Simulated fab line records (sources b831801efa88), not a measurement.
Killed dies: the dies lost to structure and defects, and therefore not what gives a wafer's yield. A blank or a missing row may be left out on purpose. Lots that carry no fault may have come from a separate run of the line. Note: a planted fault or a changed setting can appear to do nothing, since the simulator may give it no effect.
Tool commonality check    flow gf180mcu    13 lots and 39 wafers in the sample

== WHY IT WAS OPENED ==
At GF_HV_LDD_RS_MEAS_53 the reading HV_LDD_RS is flagged on 2 of 13 lots. No-fault wafers: 418.1 ohm/sq, standard deviation 0.98.
Rule: a lot is flagged in two cases, either no wafer of it has a number, or all its wafers with numbers fall more than 4 standard deviations from that mean. As for the other lots, they are considered sound.

lot   measured      on             HV_LDD_RS (ohm/sq), wafer by wafer  flag
L134  day 12 06:52  film metro-02  417.3 418.3 417.0                   
L135  day 12 15:58  film metro-02  419.2 419.6 418.8                   
L136  day 12 22:23  film metro-02  417.7 419.9 419.1                   
L138  day 13 17:34  film metro-02  418.4 418.6 418.4                   
L139  day 13 23:28  film metro-01  416.4 418.2 417.5                   
L141  day 15 01:30  film metro-04  418.8 418.8 417.7                   
L142  day 15 03:36  film metro-01  417.1 417.4 417.0                   
L143  day 15 12:32  film metro-01  417.7 419.0 417.4                   
L146  day 16 11:37  film metro-04  419.7 419.8 420.5                   
L153  day 18 20:04  film metro-04  410.8 410.1 410.3                   FLAGGED
L154  day 19 05:16  film metro-04  412.4 411.6 412.1                   FLAGGED
L155  day 19 09:59  film metro-02  420.7 419.7 419.5                   
L157  day 19 23:52  film metro-01  417.4 418.0 417.9                   
The numbers of the flagged lots are 411.2 ohm/sq on average: -6.9 ohm/sq against the usual, or -7 standard deviations.

== WHICH TOOL RAN EACH LOT ==
Before the reading, the record contains 2 process steps out of a 602-step route. Cell contents, in order: the tool; ch with the chambers the sampled wafers went through; the start.
lot   flag     GF_VT_IMPLANT_RTA_45              GF_HV_LDD_IMPLANT_34
L134           rtp anneal-01 ch 0, day 7 12:32   implanter-03 ch 0, day 11 11:02
L135           rtp anneal-02 ch 0, day 7 19:41   implanter-04 ch 0, day 11 19:32
L136           rtp anneal-02 ch 0, day 8 01:06   implanter-03 ch 0, day 12 00:01
L138           rtp anneal-02 ch 0, day 8 17:35   implanter-04 ch 0, day 12 21:08
L139           rtp anneal-01 ch 0, day 8 21:56   implanter-03 ch 0, day 13 02:23
L141           rtp anneal-01 ch 0, day 9 18:48   implanter-01 ch 0, day 14 03:40
L142           rtp anneal-02 ch 0, day 9 22:59   implanter-04 ch 0, day 14 05:14
L143           rtp anneal-02 ch 0, day 10 05:31  implanter-04 ch 0, day 14 14:34
L146           rtp anneal-01 ch 0, day 10 22:59  implanter-03 ch 0, day 15 13:02
L153  FLAGGED  rtp anneal-02 ch 0, day 12 22:29  implanter-04 ch 0, day 17 19:24
L154  FLAGGED  rtp anneal-02 ch 0, day 13 06:35  implanter-04 ch 0, day 18 04:02
L155           rtp anneal-02 ch 0, day 13 12:27  implanter-03 ch 0, day 18 09:01
L157           rtp anneal-01 ch 0, day 13 23:38  implanter-03 ch 0, day 18 23:05
These steps, and what they do:
- GF_VT_IMPLANT_RTA_45: time 30 s.
- GF_HV_LDD_IMPLANT_34
- GF_HV_LDD_RS_MEAS_53: measures by four-point-probe.

== FLAGGED AGAINST TOTAL, ONE TOOL AT A TIME (gauges that did the reading follow at the end) ==
step                  tool           lots run  flagged  share of the flagged lots  sound lots run after its first flagged lot
GF_VT_IMPLANT_RTA_45  rtp anneal-01  5         0        none                       -
GF_VT_IMPLANT_RTA_45  rtp anneal-02  8         2        all                        1 (L155)
GF_HV_LDD_IMPLANT_34  implanter-01   1         0        none                       -
GF_HV_LDD_IMPLANT_34  implanter-03   6         0        none                       -
GF_HV_LDD_IMPLANT_34  implanter-04   6         2        all                        0
GF_HV_LDD_RS_MEAS_53  film metro-01  4         0        none                       -
GF_HV_LDD_RS_MEAS_53  film metro-02  5         0        none                       -
GF_HV_LDD_RS_MEAS_53  film metro-04  4         2        all                        0

== WHAT IS ALLOWED BY THE TABLE ==
All flagged lots were run by 3 table rows, namely rtp anneal-02 at GF_VT_IMPLANT_RTA_45, implanter-04 at GF_HV_LDD_IMPLANT_34, film metro-04 at GF_HV_LDD_RS_MEAS_53.
- rtp anneal-02 at GF_VT_IMPLANT_RTA_45: 2 of its 8 lots flagged. Lots that were sound ran on it after the first flagged one (L155); a persistent fault on the entire tool would not allow that.
- implanter-04 at GF_HV_LDD_IMPLANT_34: 2 of its 6 lots flagged. Last sound lot L143 at day 14 14:34, first flagged lot L153 at day 17 19:24; a fault beginning in between fits. Its own readings lie more than 4 standard deviations out on every wafer of the flagged lots: dose ions cm2, faraday current uA.
- film metro-04 at GF_HV_LDD_RS_MEAS_53: 2 of its 4 lots flagged. Last sound lot L146 at day 16 11:37, first flagged lot L153 at day 18 20:04; a fault beginning in between fits.
A lot count leaves these 2 tools indistinguishable: every one of them fits a fault beginning at some hour. More lots, or a look at what each step does to the wafer, might.

== WHAT THE SIMULATOR PUT IN ==
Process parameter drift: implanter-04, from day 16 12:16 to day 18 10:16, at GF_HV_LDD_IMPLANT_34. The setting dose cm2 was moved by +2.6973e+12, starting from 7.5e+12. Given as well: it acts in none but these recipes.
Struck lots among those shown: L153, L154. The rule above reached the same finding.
